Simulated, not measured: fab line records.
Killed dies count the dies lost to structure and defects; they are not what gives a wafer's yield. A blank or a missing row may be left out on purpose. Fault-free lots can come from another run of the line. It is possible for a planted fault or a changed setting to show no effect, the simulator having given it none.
Which tool did it?    flow gf180mcu    at 1 step of a route of 602, 13 lots with 39 wafers sampled

WHAT EACH GAUGE READ, for each wafer
GF_M5_CD_MEAS_07 targets a cd of 280 nm. Usual: cd_nm at 279.8 nm, with a standard deviation of 1.2.
lot   measured      on         cd_nm (nm)         flag
L981  day 27 04:33  cd_sem-01  280.8 280.0 280.7  
L983  day 27 12:26  cd_sem-02  279.7 279.2 278.9  
L982  day 27 15:12  cd_sem-01  280.5 280.5 280.0  
L985  day 28 05:49  cd_sem-01  281.8 280.3 281.5  
L988  day 29 02:04  cd_sem-01  282.0 280.5 280.1  
L989  day 29 11:52  cd_sem-01  282.3 280.3 281.0  
L990  day 29 13:17  cd_sem-01  278.0 278.1 277.2  
L991  day 29 21:26  cd_sem-01  280.7 279.7 280.0  
L992  day 30 00:09  cd_sem-01  279.1 278.1 278.4  
L994  day 30 14:19  cd_sem-01  281.1 280.3 281.2  
L998  day 31 18:32  cd_sem-01  278.9 278.8 277.8  
L999  day 31 20:46  cd_sem-02  277.2 277.8 278.3  
L103  day 32 17:17  cd_sem-01  279.5 280.8 281.4  

WHAT TOOL EACH LOT RAN ON (gives the tool, then ch and the chambers of the sampled wafers, and finally the start)
There is no process step in the record ahead of these readings.

AS READ BY THE TOOLS THEMSELVES (means over the sampled wafers that have a number; for cases with no such wafer, the mark the record gives instead)
The record holds no such reading with a usual standard deviation.

THE ANSWER, worked out from the rows above alone
Rule: a lot counts as off when the mean over its wafers that have a number is more than 3 standard deviations away from the usual mean. A lot without any number at a reading at which 4 lots or more have one is off too. Where the step has rows for the other lots, those lots are counted as sound. The gauges are gone through in route order, then the tools' own readings, and for those a lot's mean is taken as printed above. The first step at which some lot is off is used, and at that step the reading that is off furthest; a lot without a number counts as furthest.
Across all readings shown, no lot is off: no conclusion can be drawn from this.

WHAT WAS PUT IN BY THE SIMULATOR
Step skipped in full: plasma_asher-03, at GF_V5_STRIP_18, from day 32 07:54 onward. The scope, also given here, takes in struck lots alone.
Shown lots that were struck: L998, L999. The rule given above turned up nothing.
